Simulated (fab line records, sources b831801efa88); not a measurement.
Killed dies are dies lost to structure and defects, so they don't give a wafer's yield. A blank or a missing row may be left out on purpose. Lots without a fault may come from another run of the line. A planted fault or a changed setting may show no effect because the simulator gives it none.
Problem report in the 8D (eight disciplines) form, filled by code | flow gf180mcu | the parts of the form that need people (team, actions taken, sign-off) are left out

1. THE PROBLEM
STI_CVD_23_THK at GF_STI_THK_MEAS_24 reads a mean of 588 nm on 3 wafers of 2 lots; wafers without a fault read 648 nm with a standard deviation of 5.2. That is -12 standard deviations from the usual mean.
First seen on wafer L284.3, day 5 13:22, on film_metro-01. The record holds 39 wafers of 13 lots with a number at this step. Rule for "out", or "out of limits": more than 4 standard deviations from the usual mean. The other wafers with a number count as sound.

2. WHAT IT IS AND WHAT IT IS NOT
question                    | is                           | is not
which readings at this step | STI_CVD_23_THK               | -
which lots                  | L284, L286                   | L268, L270, L271, L272, L273, L274, L275, L276, L279, L282, L287
which wafers of those lots  | L284.3, L286.1, L286.3       | L284.2, L284.6, L286.4
read on which gauges        | film_metro-01, film_metro-03 | film_metro-04
when                        | from day 5 13:22             | up to then (32 sound wafers); but 4 sound wafers of L286, L287 came after

3. SUSPECTS, AND WHAT RULES EACH OUT
Counting: a tool at a process step up to the reading stays a suspect if it ran every lot that is out. Sound lots after the first of them don't rule it out here, since some wafers of a struck lot are sound.
- the gauge at GF_STI_THK_MEAS_24: ruled out. The wafers that are out were read on 2 gauges (film_metro-01, film_metro-03).
- hdpcvd-02 at GF_STI_CVD_23 (deposits SiO2, target thk 650 nm, time 108.3 s): kept. It ran every lot that is out, first L284 (day 5 13:17); its last sound lot up to then is L282 (day 5 04:53).
Left after counting: hdpcvd-02 at GF_STI_CVD_23.

4. THE CAUSE (what the simulator had put in)
Process parameter drift: hdpcvd-02, from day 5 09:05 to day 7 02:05, at GF_STI_CVD_23. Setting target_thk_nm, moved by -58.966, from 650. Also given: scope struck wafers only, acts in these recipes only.
Counting left only this tool.

5. THE CHAIN OF EFFECTS, in route order
Each row: a reading whose mean over the struck wafers that have a number lies more than 3 standard deviations from the usual. Only readings for which the record gives a usual standard deviation are gone through. hours: the time from each lot's start at the first step in this table that gives one to its start at this step, as a median over the lots. sigmas: the change in usual standard deviations.
hours | step               | reading            | usual   | on struck wafers | change | sigmas
0     | GF_STI_THK_MEAS_24 | STI_CVD_23_THK     | 648 nm  | 588              | -60    | -12
0     | GF_STI_CMP_25      | time_to_endpoint_s | 123.1 s | 113.2            | -9.9   | -3.4
The process steps in it:
- GF_STI_CMP_25: polishes, stops on Si3N4, t overpolish 31.66 s, target thk 524.6 nm.
Later measuring or inspecting steps at which every struck wafer that the step has a row for has a number for every such reading, and none has moved that far: GF_STI_THK_MEAS_30, GF_HV_LDD_TW_MEAS_23.

6. WHAT WOULD HAVE CAUGHT IT SOONER
In this record the first reading out of limits at a measuring or inspecting step was taken at day 5 13:22, 4 hours after the fault began at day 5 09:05.
Of the lots that are out (2), L286 began GF_STI_CVD_23 on hdpcvd-02 after day 5 13:22. A hold on the tool at that time would have spared it.
